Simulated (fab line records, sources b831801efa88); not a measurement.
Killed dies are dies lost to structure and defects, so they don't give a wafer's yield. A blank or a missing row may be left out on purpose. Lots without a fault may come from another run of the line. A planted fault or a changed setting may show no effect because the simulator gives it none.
fab line records | flow sky130
record lots=12 wafers=36 last_day=50
route steps=708 shown METAL3@564 VIA3@589 METAL4@598 PAD_OPEN@708
lots that met no fault: from a run of the same line without faults
start_h: hours from the record's first day to the start of the lot's first wafer shown | wait_h: hours since the lot's step before | " the same as in the row above | L1.1+2: a row that stands for several wafers | - no value, or no start given | * or withheld: withheld | < > ~ a bound
route shown NAME@n: a module of which the file shows steps, and the number in the route of the first | usual: mean/standard deviation of fault-free wafers | same: alike in all rows | chamber/n: place in a boat | sites: the reading at each site | _std_site: their standard deviation | _edge_site: outer sites' mean less inner sites' | radius_mm: how far each site lies from the wafer's centre | mask NAME#n: copy n | behind: the tool/chamber that last shaped the wafer | hold: why the lot was held/for how many hours/how that ended | device: the transistor (n, p or np) that didn't switch | end of line: the same wafers' tests at the end of the route | a step without rows: its recipe alone | killed: dies lost to structure and defects at the first sort, not the wafer's yield | map: a wafer's dies, x killed, . not, _ none there
set.NAME: the setting as run; set.NAME@STEP: as run at that earlier step | model.NAME: the simulator's own value behind a step, which no gauge read
steps of the route over a sample of lots; a table a step, a row a wafer
services: from which hour (start_h, from the record's first day; less than 0 if before it) a tool's chamber was out of use, for how many hours, and why
## steps
# step SKY_METAL3_OVL_MEAS_14
# usual METAL3_OVL=-2/4.9
# columns lot.wafer tool chamber start_h wait_h METAL3_OVL[nm]
L939.1 overlay-02 - 899.02 0.1 -5
L939.2 " - " " -7
L939.5 " - " " 0
L940.1 overlay-02 - 902.21 0.1 2
L940.4 " - " " 2
L940.5 " - " " 5
L942.1 overlay-02 - 931.02 0.1 -1
L942.4 " - " " -7
L942.5 " - " " 0
L943.3 overlay-02 - 946.02 0.1 -3
L943.4 " - " " -6
L943.6 " - " " -4
L945.1 overlay-01 - 955.87 0.1 -7
L945.4 " - " " -4
L945.5 " - " " -5
L946.3 overlay-02 - 962.18 0.1 -5
L946.5 " - " " -4
L946.6 " - " " -14
L947.1 overlay-01 - 962.60 0.1 -3
L947.3 " - " " -1
L947.5 " - " " 5
L948.1 overlay-02 - 963.61 0.1 -1
L948.5 " - " " 3
L948.6 " - " " -5
L950.1 overlay-01 - 983.71 0.1 -8
L950.3 " - " " -3
L950.4 " - " " 5
L955.2 overlay-02 - 1019.11 0.1 -6
L955.3 " - " " -6
L955.4 " - " " -3
L958.2 overlay-02 - 1041.07 0.1 -1
L958.3 " - " " -8
L958.5 " - " " -4
L961.1 overlay-02 - 1052.86 0.1 -4
L961.3 " - " " 9
L961.6 " - " " 2
# step SKY_METAL3_DESCUM_15
# recipe chemistry=O2 source_power_w=150 bias_power_w=0 pressure_mtorr=10 temp_c=40 time_s=8
# usual drypump_motor_current_A=5.5/0.52 oes_product_au=0.998/0.0091
# same time_s=8
# columns lot.wafer tool chamber start_h wait_h drypump_motor_current_A oes_product_au rf_hours_counter_h
L939.1 rie_metal-02 1 899.05 0.0 5.0 1.003 12
L939.2 " 0 " " 5.3 1.008 1
L939.5 " 1 " " 5.1 0.993 -
L940.1 rie_metal-02 0 902.24 0.0 5.3 1.013 1
L940.4 " 0 " " 5.3 1.007 -
L940.5 " 0 " " 5.3 1.007 -
L942.1 rie_metal-03 1 931.05 0.0 6.5 0.985 5
L942.4 " 0 " " 5.6 0.993 -
L942.5 " 1 " " 6.5 0.986 -
L943.3 rie_metal-04 1 946.05 0.0 5.9 0.996 -
L943.4 " 0 " " 5.0 0.987 -
L943.6 " 0 " " 4.9 0.990 -
L945.1 rie_metal-02 0 955.90 0.0 5.3 1.004 4
L945.4 " 0 " " 5.3 1.001 -
L945.5 " 0 " " 5.3 1.009 -
L946.3 rie_metal-04 1 962.21 0.0 5.8 0.991 -
L946.5 " 0 " " 5.0 0.995 -
L946.6 " 1 " " 5.8 0.992 -
L947.1 rie_metal-03 0 962.64 0.0 5.6 0.998 4
L947.3 " 0 " " 5.5 0.990 -
L947.5 " 1 " " 6.5 0.997 -
L948.1 rie_metal-02 1 963.64 0.0 5.1 1.008 15
L948.5 " 0 " " 5.3 1.009 -
L948.6 " 1 " " 5.0 1.007 -
L950.1 rie_metal-03 0 983.74 0.0 5.5 0.988 5
L950.3 " 1 " " 6.5 0.993 -
L950.4 " 0 " " 5.6 1.002 -
L955.2 rie_metal-03 1 1019.14 0.0 6.5 0.987 11
L955.3 " 0 " " 5.6 1.014 -
L955.4 " 1 " " 6.4 0.994 -
L958.2 rie_metal-03 1 1041.10 0.0 6.5 0.995 12
L958.3 " 0 " " 5.5 1.004 -
L958.5 " 0 " " 5.6 1.010 -
L961.1 rie_metal-02 1 1052.89 0.0 5.1 1.007 21
L961.3 " 0 " " 5.3 1.017 -
L961.6 " 0 " " 5.3 0.998 -
# step SKY_VIA3_STRIP_16
# recipe chemistry=O2/N2 power_w=1400 pressure_mtorr=1500 platen_temp_c=withheld o2_flow_sccm=3000 n2_flow_sccm=300 overash_fraction=0.5
# usual chamber_pressure_mTorr=1500.0/1.4 drypump_motor_current_A=5.57/0.23 oes_product_au=0.402/0.0049 strip_time_to_endpoint_s=4.12/0.03
# columns lot.wafer tool chamber start_h wait_h chamber_pressure_mTorr drypump_motor_current_A oes_product_au rf_hours_counter_h strip_time_to_endpoint_s
L939.1 plasma_asher-02 1 925.70 0.0 1500.6 5.50 0.395 111 4.13
L939.2 " 0 " " 1500.8 5.70 0.406 111 4.12
L939.5 " 1 " " 1497.8 5.49 0.404 - 4.12
L940.1 plasma_asher-02 0 929.37 0.0 1503.0 5.70 0.405 111 4.15
L940.4 " 1 " " 1499.0 5.48 0.400 - 4.09
L940.5 " 1 " " 1500.3 5.44 0.402 - 4.09
L942.1 plasma_asher-01 1 957.34 0.0 1502.2 5.54 0.403 82 4.12
L942.4 " 1 " " 1498.9 5.52 0.405 - 4.14
L942.5 " 1 " " 1498.3 5.53 0.398 - 4.09
L943.3 plasma_asher-01 0 972.58 0.1 1495.6 5.84 0.396 - 4.10
L943.4 " 1 " " 1500.9 5.54 0.400 - 4.12
L943.6 " 1 " " 1499.1 5.53 0.401 - 4.12
L945.1 plasma_asher-04 1 981.90 0.0 1500.6 5.72 0.395 24 4.14
L945.4 " 1 " " 1498.7 5.69 0.401 - 4.13
L945.5 " 1 " " 1502.6 5.72 0.406 - 4.13
L946.3 plasma_asher-02 1 987.50 0.1 1499.9 5.43 0.399 - 4.12
L946.5 " 1 " " 1500.3 5.43 0.405 - 4.12
L946.6 " 0 " " 1499.8 5.71 0.403 - 4.14
L947.1 plasma_asher-04 1 988.25 0.0 1498.8 5.72 0.401 25 4.15
L947.3 " 1 " " 1500.8 5.72 0.405 - 4.14
L947.5 " 1 " " 1498.7 5.72 0.389 - 4.16
L948.1 plasma_asher-02 0 989.48 0.0 1496.9 5.69 0.398 118 4.10
L948.5 " 0 " " 1501.2 5.70 0.398 - 4.11
L948.6 " 1 " " 1500.9 5.44 0.401 - 4.08
L950.1 plasma_asher-02 0 1008.95 0.0 1500.2 5.71 0.399 120 4.12
L950.3 " 1 " " 1500.0 5.42 0.397 - 4.15
L950.4 " 0 " " 1501.0 5.70 0.394 - 4.16
L955.2 plasma_asher-04 1 1043.22 0.0 1499.6 5.67 0.410 30 4.13
L955.3 " 0 " " 1198.9 5.12 0.399 - 4.39
L955.4 " 1 " " 1498.9 5.72 0.405 - 4.11
L958.2 plasma_asher-04 1 1065.07 0.0 1500.2 5.70 0.398 31 4.11
L958.3 " 0 " " 1202.4 5.09 0.392 - 4.35
L958.5 " 0 " " 1198.6 5.13 0.408 - 4.41
L961.1 plasma_asher-01 0 1076.34 0.0 1501.2 5.83 0.412 96 4.14
L961.3 " 1 " " 1502.0 5.54 0.394 - 4.12
L961.6 " 0 " " 1498.3 5.84 0.403 - 4.08
# step SKY_METAL4_SPUTTER_00
# recipe material=Ti target_thk_nm=15 power_w=3000 time_s=10 chamber_pressure_pa=0.4
# usual throttle_valve_pct=29.8/0.81
# same time_s=10
# columns lot.wafer tool chamber start_h wait_h throttle_valve_pct
L939.1 pvd_sputter-03 - 927.00 0.2 29.7
L939.2 " - " " 29.1
L939.5 " - " " 30.4
L940.1 pvd_sputter-02 - 930.63 0.1 29.3
L940.4 " - " " 28.8
L940.5 " - " " 28.9
L942.1 pvd_sputter-03 - 958.63 0.1 30.8
L942.4 " - " " 30.5
L942.5 " - " " 30.3
L943.3 pvd_sputter-03 - 973.84 0.2 29.2
L943.4 " - " " 30.5
L943.6 " - " " 30.3
L945.1 pvd_sputter-02 - 983.16 0.2 29.1
L945.4 " - " " 28.9
L945.5 " - " " 28.9
L946.3 pvd_sputter-02 - 991.73 0.1 29.0
L946.5 " - " " 28.9
L946.6 " - " " 29.0
L947.1 pvd_sputter-04 - 992.03 0.2 31.2
L947.3 " - " " 31.4
L947.5 " - " " 29.6
L948.1 pvd_sputter-02 - 992.98 0.2 29.3
L948.5 " - " " 28.7
L948.6 " - " " 29.4
L950.1 pvd_sputter-02 - 1010.20 0.1 29.4
L950.3 " - " " 28.9
L950.4 " - " " 29.0
L955.2 pvd_sputter-03 - 1044.47 0.1 30.6
L955.3 " - " " 30.6
L955.4 " - " " 29.9
L958.2 pvd_sputter-04 - 1066.33 0.2 30.8
L958.3 " - " " 29.6
L958.5 " - " " 31.2
L961.1 pvd_sputter-04 - 1077.68 0.2 30.8
L961.3 " - " " 31.3
L961.6 " - " " 31.0
# step SKY_PAD_OPEN_PROBE_99
# usual defect_limited_yield=82.2/1.9 killed_at_M0_to_M3=44/6.9 killed_at_M4_up=3.3/1.8 killed_at_contacts=24/5 killed_at_front_end=16/4.6 killed_at_other=0.2/0.42 killed_dies=88/9.2 killed_on_rim=17/3.5 killed_open=48/7.3 killed_short=40/6.5 sort_bin_3_pad_short=0.9/0.43 sort_bin_5_function=10.6/1.5 sort_bin_6_memory=6.4/1.1 sort_n_pass=404/9.2 sort_yield_pct=82.2/1.9
# same gross_dies=492 killed_at_back_side=0 sort_bin_4_leakage[%]=0 sort_bin_8_speed[%]=0
# columns lot.wafer tool chamber start_h wait_h defect_limited_yield[%] killed_at_M0_to_M3 killed_at_M4_up killed_at_contacts killed_at_front_end killed_at_other killed_dies killed_on_rim killed_open killed_short sort_bin_3_pad_short[%] sort_bin_5_function[%] sort_bin_6_memory[%] sort_n_pass sort_yield_pct[%]
L939.1 prober-01 - 1072.33 0.1 82.7 45 4 23 13 0 85 13 40 45 1.6 8.7 6.9 407 82.7
L939.2 prober-01 - 1072.38 0.1 80.5 47 8 27 14 0 96 16 48 48 0.8 10.4 8.3 396 80.5
L939.5 prober-01 - 1072.53 0.2 78.5 53 5 30 18 0 106 24 55 51 1.4 11.2 8.9 386 78.5
L940.1 prober-02 - 1074.86 0.1 85.6 36 4 16 15 0 71 14 33 38 0.6 7.7 6.1 421 85.6
L940.4 prober-02 - 1075.01 0.2 81.1 44 4 19 26 0 93 14 51 42 0.6 10.4 7.9 399 81.1
L940.5 prober-02 - 1075.06 0.2 83.7 33 3 25 19 0 80 13 45 35 0.6 9.3 6.3 412 83.7
L946.3 prober-02 - 1125.75 0.2 82.3 49 3 24 11 0 87 17 56 31 0.8 11.0 5.9 405 82.3
L946.5 prober-02 - 1125.85 0.2 83.3 50 2 16 14 0 82 19 41 41 0.8 10.0 5.9 410 83.3
L946.6 prober-02 - 1125.90 0.2 82.5 39 4 28 15 0 86 24 53 33 0.2 10.6 6.7 406 82.5
L947.1 prober-01 - 1128.72 0.1 80.3 50 4 23 20 0 97 14 51 45 1.2 12.8 5.7 395 80.3
L947.3 prober-01 - 1128.82 0.2 85.0 45 0 17 12 0 74 7 39 35 0.6 9.8 4.7 418 85.0
L947.5 prober-01 - 1128.92 0.2 83.3 38 4 27 12 1 82 14 38 44 1.6 9.1 5.9 410 83.3
L948.1 prober-02 - 1130.22 0.1 80.3 54 2 24 16 1 97 14 50 45 0.6 11.4 7.7 395 80.3
L948.5 prober-02 - 1130.42 0.2 80.5 49 3 32 11 1 96 14 48 46 1.2 11.8 6.5 396 80.5
L948.6 prober-02 - 1130.47 0.2 80.7 38 1 32 23 1 95 19 50 45 1.2 11.4 6.7 397 80.7
L950.1 prober-02 - 1141.62 0.1 83.7 44 3 20 13 0 80 13 41 39 0.8 9.1 6.3 412 83.7
L950.3 prober-02 - 1141.72 0.2 80.5 46 3 25 22 0 96 15 54 42 1.2 10.8 7.5 396 80.5
L950.4 prober-02 - 1141.77 0.2 83.1 38 3 24 18 0 83 17 47 36 1.2 9.6 6.1 409 83.1
L955.2 prober-01 - 1170.22 0.1 82.7 41 2 26 16 0 85 13 42 43 0.8 10.0 6.5 407 82.7
L955.3 prober-01 - 1170.27 0.2 80.3 52 3 29 12 1 97 17 58 38 0.6 10.8 8.3 395 80.3
L955.4 prober-01 - 1170.32 0.2 80.9 49 4 29 11 1 94 17 53 41 0.4 12.6 6.1 398 80.9
# killed by level:class
L939.1 VIA1:geometric_particle:open=10 CONTACT:geometric_particle:open=9 METAL2:geometric_particle:short=9 CONTACT:geometric_particle:short=7 FIELD_ISO:geometric_particle:short=5 METAL1:geometric_particle:short=5 LOCAL_INTERCONNECT:geometric_particle:short=4 VIA1:geometric_particle:short=4
L939.2 CONTACT:geometric_particle:open=18 VIA1:geometric_particle:short=11 VIA1:geometric_particle:open=8 VIA3:geometric_particle:short=6 POLY_GATE:geometric_particle:open=5 CONTACT:geometric_particle:short=5 METAL1:geometric_particle:short=5 METAL4:geometric_particle:short=5
L939.5 VIA1:geometric_particle:open=10 CONTACT:geometric_particle:open=10 LI_CONTACT:geometric_particle:open=9 CONTACT:geometric_particle:short=7 METAL1:geometric_particle:short=7 VIA2:geometric_particle:open=7 FIELD_ISO:geometric_particle:open=6 METAL2:geometric_particle:short=6
L940.1 VIA3:geometric_particle:open=10 VIA1:geometric_particle:short=7 LOCAL_INTERCONNECT:geometric_particle:short=6 VIA1:geometric_particle:open=6 METAL1:geometric_particle:short=5 FIELD_ISO:geometric_particle:short=4 POLY_GATE:geometric_particle:open=4 FIELD_ISO:geometric_particle:open=3
L940.4 VIA1:geometric_particle:open=10 LI_CONTACT:geometric_particle:open=7 VIA3:geometric_particle:open=7 FIELD_ISO:geometric_particle:short=6 POLY_GATE:geometric_particle:open=6 VIA2:geometric_particle:open=6 POLY_GATE:geometric_particle:short=5 CONTACT:geometric_particle:open=5
L940.5 LI_CONTACT:geometric_particle:open=9 CONTACT:geometric_particle:open=8 VIA3:geometric_particle:open=7 FIELD_ISO:geometric_particle:open=6 VIA1:geometric_particle:open=6 VIA2:geometric_particle:open=5 FIELD_ISO:geometric_particle:short=4 POLY_GATE:geometric_particle:short=4
L946.3 CONTACT:geometric_particle:open=13 VIA1:geometric_particle:open=12 METAL3:geometric_particle:short=7 FIELD_ISO:geometric_particle:open=5 POLY_GATE:geometric_particle:open=5 VIA3:geometric_particle:open=5 VIA2:geometric_particle:open=5 LI_CONTACT:geometric_particle:open=4
L946.5 METAL2:geometric_particle:short=13 VIA3:geometric_particle:open=10 VIA1:geometric_particle:open=9 VIA1:geometric_particle:short=8 POLY_GATE:geometric_particle:open=6 LI_CONTACT:geometric_particle:open=6 CONTACT:geometric_particle:open=5 VIA3:geometric_particle:short=4
L946.6 LI_CONTACT:geometric_particle:open=11 CONTACT:geometric_particle:open=10 VIA1:geometric_particle:open=10 METAL1:geometric_particle:short=5 VIA3:geometric_particle:open=5 POLY_GATE:geometric_particle:short=4 LOCAL_INTERCONNECT:geometric_particle:short=4 FIELD_ISO:geometric_particle:short=3
L947.1 VIA1:geometric_particle:open=10 CONTACT:geometric_particle:open=9 LI_CONTACT:geometric_particle:open=8 METAL3:geometric_particle:short=8 POLY_GATE:geometric_particle:open=7 VIA2:geometric_particle:open=5 METAL1:geometric_particle:short=5 VIA1:geometric_particle:short=5
L947.3 VIA1:geometric_particle:open=12 VIA2:geometric_particle:open=7 METAL1:geometric_particle:short=6 VIA3:geometric_particle:open=6 VIA1:geometric_particle:short=5 CONTACT:geometric_particle:open=5 CONTACT:geometric_particle:short=4 FIELD_ISO:geometric_particle:short=3
L947.5 CONTACT:geometric_particle:open=12 LOCAL_INTERCONNECT:geometric_particle:short=7 VIA1:geometric_particle:open=7 METAL2:geometric_particle:short=6 FIELD_ISO:geometric_particle:short=5 POLY_GATE:geometric_particle:short=4 METAL1:geometric_particle:short=4 VIA2:geometric_particle:open=4
L948.1 VIA1:geometric_particle:short=11 VIA1:geometric_particle:open=11 VIA2:geometric_particle:open=10 CONTACT:geometric_particle:open=9 METAL2:geometric_particle:short=9 FIELD_ISO:geometric_particle:open=4 POLY_GATE:geometric_particle:open=4 LOCAL_INTERCONNECT:geometric_particle:short=4
L948.5 VIA1:geometric_particle:open=13 CONTACT:geometric_particle:open=10 VIA2:geometric_particle:open=7 LI_CONTACT:geometric_particle:open=6 LOCAL_INTERCONNECT:geometric_particle:short=6 CONTACT:geometric_particle:short=6 METAL1:geometric_particle:short=6 VIA1:geometric_particle:short=6
L948.6 LI_CONTACT:geometric_particle:open=12 VIA3:geometric_particle:open=8 LOCAL_INTERCONNECT:geometric_particle:short=8 FIELD_ISO:geometric_particle:open=6 VIA1:geometric_particle:open=6 METAL1:geometric_particle:short=5 VIA1:geometric_particle:short=5 METAL2:geometric_particle:short=5
L950.1 VIA2:geometric_particle:open=12 VIA1:geometric_particle:short=7 CONTACT:geometric_particle:open=6 VIA1:geometric_particle:open=6 METAL1:geometric_particle:short=6 LOCAL_INTERCONNECT:geometric_particle:short=5 VIA3:geometric_particle:open=5 FIELD_ISO:geometric_particle:open=4
L950.3 VIA1:geometric_particle:open=11 CONTACT:geometric_particle:open=10 FIELD_ISO:geometric_particle:open=9 VIA2:geometric_particle:short=8 FIELD_ISO:geometric_particle:short=6 VIA2:geometric_particle:open=6 VIA3:geometric_particle:open=6 LI_CONTACT:geometric_particle:open=5
L950.4 CONTACT:geometric_particle:open=13 METAL2:geometric_particle:short=8 FIELD_ISO:geometric_particle:open=6 VIA1:geometric_particle:short=6 VIA3:geometric_particle:open=6 FIELD_ISO:geometric_particle:short=4 LI_CONTACT:geometric_particle:open=4 VIA1:geometric_particle:open=4
L955.2 METAL1:geometric_particle:short=11 CONTACT:geometric_particle:open=9 VIA1:geometric_particle:open=9 VIA3:geometric_particle:open=5 FIELD_ISO:geometric_particle:short=4 FIELD_ISO:geometric_particle:open=4 LI_CONTACT:geometric_particle:open=4 LI_CONTACT:geometric_particle:short=4
L955.3 CONTACT:geometric_particle:open=13 VIA1:geometric_particle:open=11 VIA2:geometric_particle:open=10 LI_CONTACT:geometric_particle:open=7 LOCAL_INTERCONNECT:geometric_particle:short=5 METAL1:geometric_particle:short=5 VIA1:geometric_particle:short=5 METAL2:geometric_particle:short=5
L955.4 VIA1:geometric_particle:open=14 CONTACT:geometric_particle:open=8 LOCAL_INTERCONNECT:geometric_particle:short=7 LI_CONTACT:geometric_particle:open=7 METAL1:geometric_particle:short=7 VIA2:geometric_particle:open=7 VIA3:geometric_particle:open=5 METAL2:geometric_particle:short=5
## services
# columns tool chamber start_h hours kind
plasma_asher-02 - 889.13 4.6 repair
pvd_sputter-03 - 902.39 0.8 repair
pvd_sputter-03 - 904.13 4.3 repair
pvd_sputter-03 - 915.63 1.9 repair
plasma_asher-01 - 926.37 9.3 repair
rie_metal-02 - 939.40 0.8 repair
rie_metal-02 - 941.51 9.8 repair
rie_metal-03 0 945.59 14.8 repair
plasma_asher-04 - 969.31 1.4 repair
pvd_sputter-03 - 991.09 14.2 repair
pvd_sputter-02 - 995.21 2.4 repair
rie_metal-04 - 1013.53 0.4 repair
plasma_asher-04 - 1045.34 14.6 pm
pvd_sputter-02 - 1046.65 12.6 repair
rie_metal-03 - 1050.13 0.5 repair
plasma_asher-02 - 1055.35 9.0 pm
plasma_asher-02 0 1055.35 9.0 vent_cycle
plasma_asher-02 1 1055.35 9.0 vent_cycle
plasma_asher-02 0 1064.35 - clean
plasma_asher-02 1 1064.35 - clean
plasma_asher-04 - 1065.75 1.9 repair
plasma_asher-04 - 1072.80 6.1 repair
## key
first_sign step=SKY_VIA3_STRIP_16 reading=chamber_pressure_mTorr direction=down sigmas=99+ usual=1500.0 struck=1200.0
effect step=SKY_VIA3_STRIP_16 reading=strip_time_to_endpoint_s direction=up sigmas=8.6 usual=* struck=*
met_at SKY_VIA3_STRIP_16
struck_lots L955,L958
struck_wafers L955.3,L958.3,L958.5
not_acting_at SKY_METAL3_OVL_MEAS_14,SKY_METAL3_DESCUM_15,SKY_METAL4_SPUTTER_00
fault kind=process_parameter_drift tool=plasma_asher-04 chamber=0 onset_h=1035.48 steps=SKY_VIA3_STRIP_16 channel=pressure_mtorr offset=-300 shape=step end_h=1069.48 acts_in=these_recipes_only stated=1500
